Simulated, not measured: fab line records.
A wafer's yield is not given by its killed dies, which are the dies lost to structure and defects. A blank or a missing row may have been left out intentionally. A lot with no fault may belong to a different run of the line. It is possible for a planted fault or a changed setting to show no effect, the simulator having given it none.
Matching of chambers || flow sky130 || 4 sister chambers for SKY_VIA1_ETCH_15 on rieDiel-04
The step etches SiO2 in C4F8/O2/Ar, stops on TiN, target depth 351 nm, time 54 s. 8 wafers are shown with their chamber, then 7 later ones without.

== WAFERS PAIRED WITH THEIR CHAMBERS ==
{"wafer": "L941.6", "chamber": 3, "oesProductAu (a.u.)": 0.973}
{"wafer": "L944.2", "chamber": 3, "oesProductAu (a.u.)": 0.974}
{"wafer": "L944.3", "chamber": 2, "oesProductAu (a.u.)": 0.974}
{"wafer": "L946.2", "chamber": 2, "oesProductAu (a.u.)": 0.981}
{"wafer": "L946.3", "chamber": 1, "oesProductAu (a.u.)": 0.988}
{"wafer": "L946.4", "chamber": 0, "oesProductAu (a.u.)": 0.976}
{"wafer": "L952.2", "chamber": 0, "oesProductAu (a.u.)": 0.973}
{"wafer": "L952.3", "chamber": 1, "oesProductAu (a.u.)": 0.981}

== WAFERS MISSING THEIR CHAMBER ==
{"wafer": "L952.6", "oesProductAu (a.u.)": 0.968}
{"wafer": "L954.2", "oesProductAu (a.u.)": 0.975}
{"wafer": "L954.3", "oesProductAu (a.u.)": 0.976}
{"wafer": "L954.5", "oesProductAu (a.u.)": 0.979}
{"wafer": "L957.2", "oesProductAu (a.u.)": 0.979}
{"wafer": "L957.3", "oesProductAu (a.u.)": 0.977}
{"wafer": "L957.4", "oesProductAu (a.u.)": 0.977}

== WHICH CHAMBER EACH ONE RAN IN ==
{"wafer": "L952.6", "from the rows above": "can't be placed: 3 or 0 or 2", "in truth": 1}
{"wafer": "L954.2", "from the rows above": "can't be placed: 0 or 3 or 2", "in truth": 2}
{"wafer": "L954.3", "from the rows above": "can't be placed: 0 or 2 or 3 or 1", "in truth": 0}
{"wafer": "L954.5", "from the rows above": "can't be placed: 2 or 0 or 1 or 3", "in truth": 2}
{"wafer": "L957.2", "from the rows above": "can't be placed: 2 or 0 or 1 or 3", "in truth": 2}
{"wafer": "L957.3", "from the rows above": "can't be placed: 2 or 0 or 3 or 1", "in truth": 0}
{"wafer": "L957.4", "from the rows above": "can't be placed: 2 or 0 or 3 or 1", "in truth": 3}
Correctly placed: 0 of 7. Cannot be placed on the basis of these rows: 7; the candidates contain the true chamber in 6. Placed wrongly: 0.
How it was worked out, from the rows above alone: a wafer's distance from a chamber is the root of the sum, over the readings, of the square of ((its reading less the chamber's mean) divided by the reading's scatter). The wafer belongs to the nearest chamber; if the next one is less than 2 further off, it can't be placed. Each chamber's mean is taken over the wafers shown for it. How the scatter is found: for the shown wafers, subtract from each reading the mean of its chamber, square and add these, divide the total by (wafers less chambers), then take the root.
